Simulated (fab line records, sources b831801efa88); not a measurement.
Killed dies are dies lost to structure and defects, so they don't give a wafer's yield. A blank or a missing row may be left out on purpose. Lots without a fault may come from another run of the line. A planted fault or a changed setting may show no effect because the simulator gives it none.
fab line records | flow sky130
record lots=5 wafers=15 last_day=49
route steps=708 shown VIA3@588 METAL4@598 CAP2M@603
lots that met no fault: from a run of the same line without faults
start_h: hours from the record's first day to the start of the lot's first wafer shown | wait_h: hours since the lot's step before | " the same as in the row above | L1.1+2: a row that stands for several wafers | - no value, or no start given | * or withheld: withheld | < > ~ a bound
route shown NAME@n: a module of which the file shows steps, and the number in the route of the first | usual: mean/standard deviation of fault-free wafers | same: alike in all rows | chamber/n: place in a boat | sites: the reading at each site | _std_site: their standard deviation | _edge_site: outer sites' mean less inner sites' | radius_mm: how far each site lies from the wafer's centre | mask NAME#n: copy n | behind: the tool/chamber that last shaped the wafer | hold: why the lot was held/for how many hours/how that ended | device: the transistor (n, p or np) that didn't switch | end of line: the same wafers' tests at the end of the route | a step without rows: its recipe alone | killed: dies lost to structure and defects at the first sort, not the wafer's yield | map: a wafer's dies, x killed, . not, _ none there
set.NAME: the setting as run; set.NAME@STEP: as run at that earlier step | model.NAME: the simulator's own value behind a step, which no gauge read
lots at some steps of the route; a table a step, a row a wafer
services: from which hour (start_h, from the record's first day; less than 0 if before it) a tool's chamber was out of use, for how many hours, and why
## steps
# step SKY_VIA3_ETCH_15
# recipe target=SiO2 chemistry=C4F8/O2/Ar target_depth_nm=507 stop_on=TiN mask_material=KrF-thick source_w=1500 bias_w=1200 pressure_mtorr=40 c4f8_flow_sccm=withheld O2_flow_sccm=6 Ar_flow_sccm=300 time_s=78
# usual oes_product_au=0.946/0.0047
# columns lot.wafer tool chamber start_h wait_h oes_product_au rf_hours_counter_h
L078.4 rie_diel-04 0 953.99 0.0 0.952 8
L078.5 " 2 " " 0.946 -
L078.6 " 1 " " 0.950 -
L079.1 rie_diel-04 1 968.44 0.0 0.946 10
L079.2 " 3 " " 0.952 6
L079.5 " 0 " " 0.936 -
L082.3 rie_diel-02 1 986.76 0.0 0.943 28
L082.4 " 0 " " 0.942 16
L082.6 " 2 " " 0.948 -
L084.1 rie_diel-02 2 994.41 0.0 0.945 18
L084.2 " 0 " " 0.939 16
L084.4 " 1 " " 0.949 -
L089.1 rie_diel-04 3 1046.76 0.0 0.937 9
L089.3 " 2 " " 0.947 18
L089.6 " 2 " " 0.949 -
# step SKY_VIA3_STRIP_16
# recipe chemistry=O2/N2 power_w=1400 pressure_mtorr=1500 platen_temp_c=withheld o2_flow_sccm=3000 n2_flow_sccm=300 overash_fraction=0.5
# usual drypump_motor_current_A=5.6/0.37 oes_product_au=0.402/0.0045 strip_time_to_endpoint_s=4.138/0.026
# columns lot.wafer tool chamber start_h wait_h drypump_motor_current_A oes_product_au rf_hours_counter_h strip_time_to_endpoint_s
L078.4 plasma_asher-01 1 954.08 0.1 5.2 0.405 - 4.178
L078.5 " 1 " " 5.2 0.404 - 4.144
L078.6 " 0 " " 5.1 0.399 - 4.115
L079.1 plasma_asher-02 0 968.50 0.0 5.8 0.402 54 4.122
L079.2 " 1 " " 6.1 0.394 54 4.105
L079.5 " 1 " " 6.2 0.400 - 4.147
L082.3 plasma_asher-04 0 986.85 0.1 5.6 0.413 - 4.134
L082.4 " 1 " " 5.9 0.399 - 4.118
L082.6 " 0 " " 5.6 0.397 - 4.135
L084.1 plasma_asher-02 1 994.47 0.0 6.2 0.397 57 4.132
L084.2 " 0 " " 5.9 0.399 57 4.127
L084.4 " 0 " " 5.9 0.412 - 4.175
L089.1 plasma_asher-04 1 1046.82 0.0 5.9 0.398 30 4.094
L089.3 " 0 " " 5.6 0.395 - 4.137
L089.6 " 0 " " 5.6 0.397 - 4.129
# step SKY_VIA3_STRIP_17
# recipe chemistry=post_etch_residue_remover time_s=1200 temp_c=72.5
# columns lot.wafer tool chamber start_h wait_h
L078.4+5+6 wet_bench-04 2 954.15 0.0
L079.1+2+5 wet_bench-03 1 968.60 0.1
L082.3+4+6 wet_bench-03 3 986.92 0.0
L084.1+2+4 wet_bench-01 0 994.57 0.1
L089.1+3+6 wet_bench-01 3 1046.92 0.1
# step SKY_VIA3_CLEAN_18
# recipe chemistry=IPA time_s=180 temp_c=25
# columns lot.wafer tool chamber start_h wait_h
L078.4+5+6 wet_bench-03 2 954.52 0.0
L079.1+2+5 wet_bench-04 2 968.97 0.0
L082.3+4+6 wet_bench-04 0 987.26 0.0
L084.1+2+4 wet_bench-03 3 994.94 0.0
L089.1+3+6 wet_bench-01 2 1047.30 0.0
# step SKY_VIA3_CLEAN_19
# recipe chemistry=O3/DIW dry=n2_spin
# columns lot.wafer tool chamber start_h wait_h
L078.4+5+6 wet_bench-01 3 954.58 0.0
L079.1+2+5 wet_bench-03 1 969.03 0.0
L082.3+4+6 wet_bench-01 0 987.32 0.0
L084.1+2+4 wet_bench-04 3 995.01 0.0
L089.1+3+6 wet_bench-01 3 1047.36 0.0
# step SKY_VIA3_SPUTTER_20
# recipe material=TiN target_thk_nm=20 chamber_pressure_pa=5 power_w=4000 time_s=80
# usual throttle_valve_pct=30.2/1.1
# columns lot.wafer tool chamber start_h wait_h throttle_valve_pct
L078.4 pvd_sputter-02 - 954.68 0.0 30.4
L078.5 " - " " 29.1
L078.6 " - " " 29.9
L079.1 pvd_sputter-04 - 969.13 0.0 32.1
L079.2 " - " " 32.1
L079.5 " - " " 29.3
L082.3 pvd_sputter-01 - 987.42 0.0 30.4
L082.4 " - " " 30.9
L082.6 " - " " 29.5
L084.1 pvd_sputter-04 - 995.10 0.0 32.1
L084.2 " - " " 28.7
L084.4 " - " " 29.4
L089.1 pvd_sputter-02 - 1047.46 0.0 30.7
L089.3 " - " " 28.9
L089.6 " - " " 29.7
# step SKY_VIA3_CVD_21
# recipe material=W target_thk_nm=390 time_s=117.31 temp_c=400 pressure_torr=40
# usual heater_power_w=777/17
# columns lot.wafer tool chamber start_h wait_h heater_power_w
L078.4 cvd_w-02 0 954.78 0.1 794
L078.5 " 1 " " 756
L078.6 " 0 " " 779
L079.1 cvd_w-02 0 969.19 0.0 816
L079.2 " 1 " " 762
L079.5 " 1 " " 776
L082.3 cvd_w-01 0 987.52 0.1 785
L082.4 " 1 " " 788
L082.6 " 1 " " 771
L084.1 cvd_w-01 1 995.16 0.0 759
L084.2 " 1 " " 767
L084.4 " 1 " " 755
L089.1 cvd_w-01 1 1047.52 0.0 767
L089.3 " 1 " " 765
L089.6 " 0 " " 791
# step SKY_VIA3_RS_MEAS_22
# recipe thk_meas_gauge=four-point-probe reads=W_of_VIA3_CVD_21+TiN_of_VIA3_SPUTTER_20
# usual VIA3_W_RS=0.2934/0.0025
# columns lot.wafer tool chamber start_h wait_h VIA3_W_RS[ohm/sq]
L078.4 film_metro-04 - 954.92 0.1 0.2963
L078.5 " - " " 0.2932
L078.6 " - " " 0.2990
L079.1 film_metro-04 - 969.31 0.1 0.2966
L079.2 " - " " 0.2922
L079.5 " - " " 0.2923
L082.3 film_metro-01 - 987.64 0.1 0.2902
L082.4 " - " " 0.2910
L082.6 " - " " 0.2935
L084.1 film_metro-02 - 995.40 0.2 0.2930
L084.2 " - " " 0.2911
L084.4 " - " " 0.2891
L089.1 film_metro-01 - 1047.64 0.1 0.2958
L089.3 " - " " 0.2925
L089.6 " - " " 0.2932
# step SKY_VIA3_THK_MEAS_23
# recipe thk_meas_gauge=xrf reads=W_of_VIA3_CVD_21
# usual VIA3_W_THK=395/5.2
# columns lot.wafer tool chamber start_h wait_h VIA3_W_THK[nm]
L078.4 film_metro-04 - 955.01 0.1 395
L078.5 " - " " 399
L078.6 " - " " 391
L079.1 film_metro-04 - 969.43 0.1 396
L079.2 " - " " 402
L079.5 " - " " 402
L082.3 film_metro-01 - 987.74 0.1 402
L082.4 " - " " 399
L082.6 " - " " 395
L084.1 film_metro-02 - 995.52 0.1 392
L084.2 " - " " 391
L084.4 " - " " 392
L089.1 film_metro-01 - 1047.76 0.1 389
L089.3 " - " " 398
L089.6 " - " " 396
# step SKY_VIA3_CMP_24
# recipe stop_on=SiO2 t_overpolish_s=20 down_force_psi=3.5 platen_rpm=60 target_thk_nm=0 pad_velocity_m_s=0.94248
# usual motor_current_A=10.3/1.1 overpolish_run_s=20.001/0.0093 time_to_endpoint_s=96/4.4
# columns lot.wafer tool chamber start_h wait_h motor_current_A overpolish_run_s time_to_endpoint_s
L078.4 cmp-01 3 955.14 0.1 9.9 19.994 97
L078.6 " 1 " " 8.1 19.992 90
L078.5 " 2 " " 11.3 20.002 104
L079.2 cmp-02 0 969.54 0.1 12.4 20.001 100
L079.1 " 2 " " 8.7 20.017 98
L079.5 " 3 " " 10.8 19.995 94
L082.4 cmp-01 3 987.83 0.1 9.8 19.990 91
L082.3 " 0 " " 11.1 20.013 95
L082.6 " 3 " " 10.1 20.003 90
L084.2 cmp-01 0 995.58 0.0 10.2 20.002 97
L084.1 " 2 " " 11.4 20.005 106
L084.4 " 3 " " 10.2 20.009 93
L089.1 cmp-01 3 1047.87 0.1 11.0 20.003 91
L089.3 " 2 " " 11.3 20.020 107
L089.6 " 3 " " 10.1 19.994 96
# step SKY_METAL4_SPUTTER_00
# recipe material=Ti target_thk_nm=15 power_w=3000 time_s=10 chamber_pressure_pa=0.4
# usual throttle_valve_pct=30.2/1.1
# columns lot.wafer tool chamber start_h wait_h throttle_valve_pct
L078.4 pvd_sputter-01 - 955.34 0.1 30.4
L078.5 " - " " 30.6
L078.6 " - " " 30.6
L079.1 pvd_sputter-03 - 969.79 0.1 30.1
L079.2 " - " " 31.0
L079.5 " - " " 31.1
L082.3 pvd_sputter-04 - 988.08 0.1 29.4
L082.4 " - " " 32.1
L082.6 " - " " 29.2
L084.1 pvd_sputter-03 - 995.88 0.1 30.4
L084.2 " - " " 28.6
L084.4 " - " " 29.4
L089.1 pvd_sputter-04 - 1048.17 0.2 32.1
L089.3 " - " " 28.6
L089.6 " - " " 32.2
# step SKY_METAL4_SPUTTER_01
# recipe material=TiN target_thk_nm=20 power_w=6500 time_s=16.7 chamber_pressure_pa=0.4
# usual throttle_valve_pct=30.2/1.1
# columns lot.wafer tool chamber start_h wait_h throttle_valve_pct
L078.4 pvd_sputter-01 - 955.36 0.0 30.5
L078.5 " - " " 30.4
L078.6 " - " " 30.9
L079.1 pvd_sputter-03 - 969.81 0.0 30.0
L079.2 " - " " 30.8
L079.5 " - " " 30.9
L082.3 pvd_sputter-04 - 988.11 0.0 29.2
L082.4 " - " " 31.9
L082.6 " - " " 29.2
L084.1 pvd_sputter-03 - 995.91 0.0 29.5
L084.2 " - " " 28.3
L084.4 " - " " 29.3
L089.1 pvd_sputter-04 - 1048.19 0.0 32.3
L089.3 " - " " 28.4
L089.6 " - " " 31.9
# step SKY_METAL4_SPUTTER_02
# recipe material=AlCu target_thk_nm=735 power_w=10600 time_s=39.1 chamber_pressure_pa=0.4
# usual throttle_valve_pct=30.2/1.1
# columns lot.wafer tool chamber start_h wait_h throttle_valve_pct
L078.4 pvd_sputter-01 - 955.39 0.0 30.6
L078.5 " - " " 30.5
L078.6 " - " " 30.6
L079.1 pvd_sputter-03 - 969.84 0.0 30.1
L079.2 " - " " 30.8
L079.5 " - " " 30.7
L082.3 pvd_sputter-04 - 988.13 0.0 29.6
L082.4 " - " " 32.1
L082.6 " - " " 29.0
L084.1 pvd_sputter-03 - 995.93 0.0 30.1
L084.2 " - " " 28.6
L084.4 " - " " 29.5
L089.1 pvd_sputter-04 - 1048.22 0.0 32.3
L089.3 " - " " 28.7
L089.6 " - " " 32.2
# step SKY_METAL4_SPUTTER_03
# recipe material=Ti target_thk_nm=5 power_w=3000 time_s=3.3 chamber_pressure_pa=0.4
# usual throttle_valve_pct=30.2/1.1
# columns lot.wafer tool chamber start_h wait_h throttle_valve_pct
L078.4 pvd_sputter-01 - 955.43 0.0 30.7
L078.5 " - " " 30.4
L078.6 " - " " 30.7
L079.1 pvd_sputter-03 - 969.88 0.0 30.0
L079.2 " - " " 31.1
L079.5 " - " " 31.1
L082.3 pvd_sputter-04 - 988.17 0.0 29.5
L082.4 " - " " 32.0
L082.6 " - " " 29.4
L084.1 pvd_sputter-03 - 995.97 0.0 30.2
L084.2 " - " " 28.4
L084.4 " - " " 29.3
L089.1 pvd_sputter-04 - 1048.26 0.0 32.3
L089.3 " - " " 28.5
L089.6 " - " " 32.3
# step SKY_METAL4_SPUTTER_04
# recipe material=TiN target_thk_nm=70 power_w=6500 time_s=58.3 chamber_pressure_pa=0.4
# usual throttle_valve_pct=30.3/1.1
# columns lot.wafer tool chamber start_h wait_h throttle_valve_pct
L078.4 pvd_sputter-01 - 955.45 0.0 30.8
L078.5 " - " " 30.7
L078.6 " - " " 30.7
L079.1 pvd_sputter-03 - 969.90 0.0 29.9
L079.2 " - " " 31.0
L079.5 " - " " 30.6
L082.3 pvd_sputter-04 - 988.19 0.0 29.3
L082.4 " - " " 31.9
L082.6 " - " " 29.0
L084.1 pvd_sputter-03 - 995.99 0.0 30.0
L084.2 " - " " 28.6
L084.4 " - " " 29.5
L089.1 pvd_sputter-04 - 1048.28 0.0 32.2
L089.3 " - " " 28.5
L089.6 " - " " 32.1
# step SKY_CAP2M_CVD_00
# recipe material=SiO2 target_thk_nm=15.5 temp_c=400 time_s=withheld rf_w=450
# usual heater_power_w=749/94
# columns lot.wafer tool chamber start_h wait_h heater_power_w
L078.4 pecvd-02 0 955.51 0.0 730
L078.5 " 1 " " 776
L078.6 " 2 " " 554
L079.1 pecvd-03 0 969.94 0.0 897
L079.2 " 2 " " 948
L079.5 " 2 " " 920
L082.3 pecvd-02 1 988.25 0.0 755
L082.4 " 2 " " 686
L082.6 " 1 " " 741
L084.1 pecvd-02 0 996.04 0.0 699
L084.2 " 1 " " 723
L084.4 " 0 " " 702
L089.1 pecvd-01 0 1048.32 0.0 723
L089.3 " 2 " " 721
L089.6 " 0 " " 719
# step SKY_CAP2M_THK_MEAS_01
# recipe reads=SiO2_of_CAP2M_CVD_00
# usual CAP2M_CVD_00_THK=15.47/0.27
# columns lot.wafer tool chamber start_h wait_h CAP2M_CVD_00_THK[nm]
L078.4 film_metro-02 - 955.55 - 15.11
L078.5 " - " " 15.34
L078.6 " - " " 15.38
L079.1 film_metro-02 - 969.97 - 15.33
L079.2 " - " " 15.58
L079.5 " - " " 15.74
L082.3 film_metro-03 - 988.29 - 15.59
L082.4 " - " " 15.57
L082.6 " - " " 15.69
L084.1 film_metro-04 - 996.06 - 15.28
L084.2 " - " " 15.08
L084.4 " - " " 15.41
L089.1 film_metro-03 - 1048.35 - 15.44
L089.3 " - " " 15.07
L089.6 " - " " 15.79
# step SKY_CAP2M_SPUTTER_02
# recipe material=TiN target_thk_nm=200 temp_c=300 power_w=6500 time_s=166.7 chamber_pressure_pa=0.4
# usual throttle_valve_pct=30.0/1.2
# columns lot.wafer tool chamber start_h wait_h throttle_valve_pct
L078.4 pvd_sputter-04 - 955.58 0.0 29.0
L078.5 " - " " 32.1
L078.6 " - " " 32.3
L079.1 pvd_sputter-04 - 970.03 0.1 29.2
L079.2 " - " " 32.2
L079.5 " - " " 32.2
L082.3 pvd_sputter-03 - 988.33 0.0 31.2
L082.4 " - " " 28.4
L082.6 " - " " 29.5
L084.1 pvd_sputter-02 - 996.12 0.1 30.6
L084.2 " - " " 29.5
L084.4 " - " " 28.5
L089.1 pvd_sputter-03 - 1048.41 0.1 30.8
L089.3 " - " " 30.0
L089.6 " - " " 29.2
# step SKY_CAP2M_RS_MEAS_03
# recipe thk_meas_gauge=four-point-probe reads=TiN_of_CAP2M_SPUTTER_02
# usual CAP2M_TIN_RS=6.90/0.079
# columns lot.wafer tool chamber start_h wait_h CAP2M_TIN_RS[ohm/sq]
L078.4 film_metro-03 - 955.75 0.1 6.89
L078.5 " - " " 7.00
L078.6 " - " " 6.87
L079.1 film_metro-03 - 970.14 0.1 6.85
L079.2 " - " " 6.89
L079.5 " - " " 6.95
L082.3 film_metro-04 - 988.48 0.1 6.98
L082.4 " - " " 7.03
L082.6 " - " " 7.01
L084.1 film_metro-02 - 996.23 0.1 6.94
L084.2 " - " " 6.85
L084.4 " - " " 6.79
L089.1 film_metro-03 - 1048.52 0.1 6.75
L089.3 " - " " 6.83
L089.6 " - " " 6.76
# step SKY_CAP2M_THK_MEAS_04
# recipe thk_meas_gauge=xrf reads=TiN_of_CAP2M_SPUTTER_02
# usual CAP2M_TIN_THK=202.7/2.4
# columns lot.wafer tool chamber start_h wait_h CAP2M_TIN_THK[nm]
L078.4 film_metro-03 - 955.84 0.1 203.7
L078.5 " - " " 200.5
L078.6 " - " " 204.1
L079.1 film_metro-03 - 970.26 0.1 203.5
L079.2 " - " " 203.1
L079.5 " - " " 200.9
L082.3 film_metro-04 - 988.58 0.1 200.9
L082.4 " - " " 199.8
L082.6 " - " " 199.7
L084.1 film_metro-02 - 996.35 0.1 200.6
L084.2 " - " " 202.6
L084.4 " - " " 205.4
L089.1 film_metro-03 - 1048.64 0.1 207.5
L089.3 " - " " 205.6
L089.6 " - " " 207.1
# step SKY_CAP2M_DEHYDRATE_05
# recipe temp_c=200 time_s=60
# columns lot.wafer tool chamber start_h wait_h
L078.4+5+6 litho_track-03 0 967.60 11.8
L079.1+2+5 litho_track-03 0 981.02 10.8
L082.3+4+6 litho_track-03 0 999.12 10.5
L084.1+2+4 litho_track-03 0 1007.07 10.7
L089.1+3+6 litho_track-03 0 1058.52 9.9
# step SKY_CAP2M_HMDS_06
# recipe prime_time_s=60 prime_temp_c=120
# columns lot.wafer tool chamber start_h wait_h
L078.4+5+6 litho_track-03 0 967.75 0.1
L079.1+2+5 litho_track-03 0 981.17 0.1
L082.3+4+6 litho_track-03 0 999.27 0.1
L084.1+2+4 litho_track-03 0 1007.22 0.1
L089.1+3+6 litho_track-03 0 1058.67 0.1
# step SKY_CAP2M_COAT_07
# recipe resist=NOVOLAK spin_rpm=3000 resist_thk_nm=1140
# columns lot.wafer tool chamber start_h wait_h
L078.4+5+6 litho_track-03 0 967.90 0.1
L079.1+2+5 litho_track-03 0 981.32 0.1
L082.3+4+6 litho_track-03 0 999.42 0.1
L084.1+2+4 litho_track-03 0 1007.37 0.1
L089.1+3+6 litho_track-03 0 1058.82 0.1
# step SKY_CAP2M_SOFTBAKE_08
# recipe temp_c=90 time_s=60 resist=NOVOLAK
# columns lot.wafer tool chamber start_h wait_h
L078.4+5+6 litho_track-03 0 968.05 0.1
L079.1+2+5 litho_track-03 0 981.47 0.1
L082.3+4+6 litho_track-03 0 999.57 0.1
L084.1+2+4 litho_track-03 0 1007.52 0.1
L089.1+3+6 litho_track-03 0 1058.97 0.1
# step SKY_CAP2M_EXPOSE_09
# recipe mask_id=CAP2M na=0.6 source_shape=conventional sigma_outer=0.6 polarization=unpolarized target_cd_nm=1000 dose_mj=159
# same na=0.6
# columns lot.wafer tool chamber start_h wait_h mask
L078.4+5+6 iline_stepper-01 0 - - CAP2M#0
L079.1+2+5 iline_stepper-02 0 - - CAP2M#0
L082.3+4+6 iline_stepper-02 0 - - CAP2M#0
L084.1+2+4 iline_stepper-01 0 - - CAP2M#0
L089.1+3+6 iline_stepper-02 0 - - CAP2M#0
# step SKY_CAP2M_PEB_10
# recipe temp_c=withheld time_s=* resist=NOVOLAK
# columns lot.wafer tool chamber start_h wait_h
L078.4+5+6 litho_track-03 0 - -
L079.1+2+5 litho_track-02 0 - -
L082.3+4+6 litho_track-04 0 - -
L084.1+2+4 litho_track-02 0 - -
L089.1+3+6 litho_track-02 0 - -
# step SKY_CAP2M_DEVELOP_11
# recipe resist=NOVOLAK developer=TMAH develop_time_s=60 dev_temp_c=23
# columns lot.wafer tool chamber start_h wait_h
L078.4+5+6 litho_track-03 0 978.85 0.1
L079.1+2+5 litho_track-02 0 993.36 0.1
L082.3+4+6 litho_track-04 0 1011.39 0.1
L084.1+2+4 litho_track-02 0 1018.91 0.1
L089.1+3+6 litho_track-02 0 1069.16 0.1
# step SKY_CAP2M_OVL_MEAS_12
# usual CAP2M_OVL=0.6/2
# columns lot.wafer tool chamber start_h wait_h CAP2M_OVL[nm]
L078.4 overlay-01 - 978.94 0.1 0.2
L078.5 " - " " 0.6
L078.6 " - " " -2.3
L079.1 overlay-02 - 993.51 0.1 -2.2
L079.2 " - " " -1.9
L079.5 " - " " -1.6
L082.3 overlay-01 - 1011.50 0.1 -0.9
L082.4 " - " " -1.6
L082.6 " - " " -1.3
L084.1 overlay-02 - 1019.06 0.1 4.5
L084.2 " - " " 2.3
L084.4 " - " " 3.8
L089.1 overlay-02 - 1069.31 0.1 -1.4
L089.3 " - " " 0.3
L089.6 " - " " -1.0
# step SKY_CAP2M_METAL_ETCH_13
# recipe target_depth_nm=220 stop_on=SiO2 chemistry=Cl2/BCl3 target=TiN pressure_mtorr=10 icp_w=900 bias_w=48.5 Cl2_flow_sccm=60 bcl3_flow_sccm=30 time_s=62.9
# usual drypump_motor_current_A=5.8/0.36 oes_product_au=0.943/0.0079 throttle_valve_pct=21.901/0.01
# columns lot.wafer tool chamber start_h wait_h drypump_motor_current_A oes_product_au rf_hours_counter_h throttle_valve_pct
L078.4 rie_metal-02 1 978.98 0.0 5.8 0.944 - 21.909
L078.5 " 0 " " 4.9 0.941 - 21.904
L078.6 " 1 " " 5.8 0.933 - 21.905
L079.1 rie_metal-01 0 993.55 0.0 5.9 0.938 11 21.880
L079.2 " 1 " " 5.8 0.950 10 21.913
L079.5 " 1 " " 5.8 0.941 - 21.901
L082.3 rie_metal-02 0 1011.55 0.0 4.9 0.935 - 21.898
L082.4 " 1 " " 5.8 0.922 - 21.920
L082.6 " 0 " " 4.9 0.927 - 21.924
L084.1 rie_metal-03 0 1019.10 0.0 6.3 0.942 16 21.908
L084.2 " 1 " " 5.7 0.946 21 21.903
L084.4 " 1 " " 5.7 0.941 - 21.907
L089.1 rie_metal-02 0 1069.35 0.0 4.9 0.954 2 21.907
L089.3 " 1 " " 5.8 0.946 - 21.890
L089.6 " 0 " " 4.9 0.952 - 21.893
# step SKY_CAP2M_STRIP_14
# recipe chemistry=O2/N2 power_w=1400 pressure_mtorr=1500 platen_temp_c=withheld o2_flow_sccm=3000 n2_flow_sccm=300 overash_fraction=0.5
# usual drypump_motor_current_A=5.7/0.46 oes_product_au=0.710/0.005 strip_time_to_endpoint_s=12.66/0.041
# columns lot.wafer tool chamber start_h wait_h drypump_motor_current_A oes_product_au rf_hours_counter_h strip_time_to_endpoint_s
L078.4 plasma_asher-04 1 979.07 0.1 5.9 0.715 - 12.62
L078.5 " 0 " " 5.6 0.710 - 12.64
L078.6 " 1 " " 5.9 0.714 - 12.67
L079.1 plasma_asher-03 1 993.62 0.1 6.4 0.715 85 12.70
L079.2 " 0 " " 5.4 0.706 85 12.70
L079.5 " 1 " " 6.4 0.704 - 12.68
L082.3 plasma_asher-01 0 1011.63 0.1 5.1 0.721 - 12.64
L082.4 " 1 " " 5.2 0.717 - 12.61
L082.6 " 1 " " 5.2 0.712 - 12.65
L084.1 plasma_asher-03 0 1019.17 0.1 5.3 0.700 87 12.66
L084.2 " 1 " " 6.5 0.711 87 12.66
L084.4 " 1 " " 6.4 0.712 - 12.61
L089.1 plasma_asher-01 0 1069.43 0.1 5.1 0.696 1 12.71
L089.3 " 0 " " 5.1 0.700 - 12.66
L089.6 " 1 " " 5.2 0.709 - 12.74
# step SKY_CAP2M_STRIP_15
# recipe chemistry=post_etch_residue_remover time_s=1200 temp_c=72.5
# columns lot.wafer tool chamber start_h wait_h
L078.4+5+6 wet_bench-03 0 979.14 0.0
L079.1+2+5 wet_bench-03 2 993.72 0.1
L082.3+4+6 wet_bench-02 2 1011.70 0.0
L084.1+2+4 wet_bench-02 2 1019.27 0.1
L089.1+3+6 wet_bench-02 2 1069.53 0.1
# step SKY_CAP2M_CLEAN_16
# recipe chemistry=IPA time_s=180 temp_c=25
# columns lot.wafer tool chamber start_h wait_h
L078.4+5+6 wet_bench-01 2 979.51 0.0
L079.1+2+5 wet_bench-02 1 994.10 0.0
L082.3+4+6 wet_bench-01 1 1012.04 0.0
L084.1+2+4 wet_bench-01 1 1019.62 0.0
L089.1+3+6 wet_bench-01 2 1069.87 0.0
# step SKY_CAP2M_CLEAN_17
# recipe chemistry=O3/DIW dry=n2_spin
# columns lot.wafer tool chamber start_h wait_h
L078.4+5+6 wet_bench-02 2 979.58 0.0
L079.1+2+5 wet_bench-03 3 994.16 0.0
L082.3+4+6 wet_bench-03 0 1012.11 0.0
L084.1+2+4 wet_bench-03 0 1019.68 0.0
L089.1+3+6 wet_bench-03 2 1069.93 0.0
# step SKY_METAL4_DEHYDRATE_05
# recipe temp_c=200 time_s=60
# columns lot.wafer tool chamber start_h wait_h
L078.4+5+6 litho_track-04 0 990.76 11.1
L079.1+2+5 litho_track-01 0 1004.56 10.3
L082.3+4+6 litho_track-03 0 1022.57 10.4
L084.1+2+4 litho_track-03 0 1029.42 9.7
L089.1+3+6 litho_track-01 0 1079.87 9.7
# step SKY_METAL4_HMDS_06
# recipe prime_time_s=60 prime_temp_c=120
# columns lot.wafer tool chamber start_h wait_h
L078.4+5+6 litho_track-04 0 990.91 0.1
L079.1+2+5 litho_track-01 0 1004.71 0.1
L082.3+4+6 litho_track-03 0 1022.72 0.1
L084.1+2+4 litho_track-03 0 1029.57 0.1
L089.1+3+6 litho_track-01 0 1080.02 0.1
# step SKY_METAL4_COAT_07
# recipe resist=BARC temp_c=withheld time_s=withheld spin_rpm=3000 resist_thk_nm=60
# columns lot.wafer tool chamber start_h wait_h
L078.4+5+6 litho_track-04 0 991.06 0.1
L079.1+2+5 litho_track-01 0 1004.86 0.1
L082.3+4+6 litho_track-03 0 1022.87 0.1
L084.1+2+4 litho_track-03 0 1029.72 0.1
L089.1+3+6 litho_track-01 0 1080.17 0.1
# step SKY_METAL4_COAT_08
# recipe resist=KrF-thick spin_rpm=3000 resist_thk_nm=1140
# columns lot.wafer tool chamber start_h wait_h
L078.4+5+6 litho_track-04 0 - -
L079.1+2+5 litho_track-01 0 - -
L082.3+4+6 litho_track-03 0 - -
L084.1+2+4 litho_track-03 0 - -
L089.1+3+6 litho_track-01 0 - -
# step SKY_METAL4_SOFTBAKE_09
# recipe temp_c=100 time_s=90 resist=KrF-thick
# columns lot.wafer tool chamber start_h wait_h
L078.4+5+6 litho_track-04 0 - -
L079.1+2+5 litho_track-01 0 - -
L082.3+4+6 litho_track-03 0 - -
L084.1+2+4 litho_track-03 0 - -
L089.1+3+6 litho_track-01 0 - -
# step SKY_METAL4_EXPOSE_10
# recipe mask_id=MM4 na=0.68 source_shape=annular sigma_inner=0.4 sigma_outer=0.8 target_cd_nm=300 dose_mj=28
# same na=0.68
# columns lot.wafer tool chamber start_h wait_h mask
L078.4+5+6 krf_scanner-02 0 - - MM4#0
L079.1+2+5 krf_scanner-02 0 - - MM4#0
L082.3+4+6 krf_scanner-02 0 - - MM4#0
L084.1+2+4 krf_scanner-02 0 - - MM4#0
L089.1+3+6 krf_scanner-01 0 - - MM4#0
# step SKY_METAL4_PEB_11
# recipe peb_temp_c=withheld peb_time_s=withheld resist=KrF-thick
# columns lot.wafer tool chamber start_h wait_h
L078.4+5+6 litho_track-03 0 - -
L079.1+2+5 litho_track-03 0 - -
L082.3+4+6 litho_track-03 0 - -
L084.1+2+4 litho_track-04 0 - -
L089.1+3+6 litho_track-03 0 - -
# step SKY_METAL4_DEVELOP_12
# recipe develop_time_s=60 resist=KrF-thick dev_temp_c=21
# columns lot.wafer tool chamber start_h wait_h
L078.4+5+6 litho_track-03 0 - -
L079.1+2+5 litho_track-03 0 - -
L082.3+4+6 litho_track-03 0 - -
L084.1+2+4 litho_track-04 0 - -
L089.1+3+6 litho_track-03 0 - -
# step SKY_METAL4_CD_MEAS_13
# recipe target_cd_nm=300
# usual cd_nm=299.9/1.5
# columns lot.wafer tool chamber start_h wait_h cd_nm
L078.4 cd_sem-02 - 1002.68 - 300.5
L078.5 " - " " 299.8
L078.6 " - " " 300.8
L079.1 cd_sem-02 - 1016.97 - 301.0
L079.2 " - " " 300.7
L079.5 " - " " 301.3
L082.3 cd_sem-01 - 1033.81 - 297.3
L082.4 " - " " 297.8
L082.6 " - " " 298.2
L084.1 cd_sem-01 - 1041.54 - 300.4
L084.2 " - " " 300.5
L084.4 " - " " 300.9
L089.1 cd_sem-01 - 1090.98 - 302.4
L089.3 " - " " 300.6
L089.6 " - " " 302.2
# step SKY_METAL4_OVL_MEAS_14
# usual METAL4_OVL=1/6.8
# columns lot.wafer tool chamber start_h wait_h METAL4_OVL[nm]
L078.4 overlay-02 - 1002.76 0.1 -10
L078.5 " - " " -5
L078.6 " - " " -11
L079.1 overlay-02 - 1017.09 0.1 0
L079.2 " - " " -15
L079.5 " - " " 0
L082.3 overlay-02 - 1033.90 0.1 0
L082.4 " - " " 2
L082.6 " - " " 4
L084.1 overlay-02 - 1041.66 0.1 -8
L084.2 " - " " -4
L084.4 " - " " -2
L089.1 overlay-01 - 1091.10 0.1 -3
L089.3 " - " " 0
L089.6 " - " " -1
## services
# columns tool chamber start_h hours kind
krf_scanner-02 - 932.08 0.8 pm
cvd_w-01 - 932.22 0.8 repair
wet_bench-01 - 932.96 3.3 repair
iline_stepper-02 - 934.84 1.7 pm
krf_scanner-02 - 935.34 4.0 pm
cvd_w-01 - 972.21 6.0 pm
rie_diel-04 1 976.62 16.8 repair
rie_diel-04 2 978.34 9.4 repair
pvd_sputter-02 - 978.97 7.7 repair
pvd_sputter-03 - 983.43 1.9 repair
pvd_sputter-01 - 984.57 1.2 repair
wet_bench-04 - 988.24 1.9 pm
plasma_asher-01 - 989.01 1.1 repair
cvd_w-01 0 992.63 18.6 repair
krf_scanner-02 - 1013.81 3.6 pm
cmp-01 - 1014.24 1.1 repair
pvd_sputter-01 - 1015.28 2.1 repair
pvd_sputter-03 - 1017.08 2.3 repair
cmp-01 - 1023.64 3.4 repair
krf_scanner-02 - 1035.90 1.0 pm
pvd_sputter-04 - 1036.32 7.4 repair
pvd_sputter-01 - 1058.95 10.0 repair
krf_scanner-02 - 1082.23 1.3 pm
cmp-01 - 1084.08 4.0 pm
## key
fault none
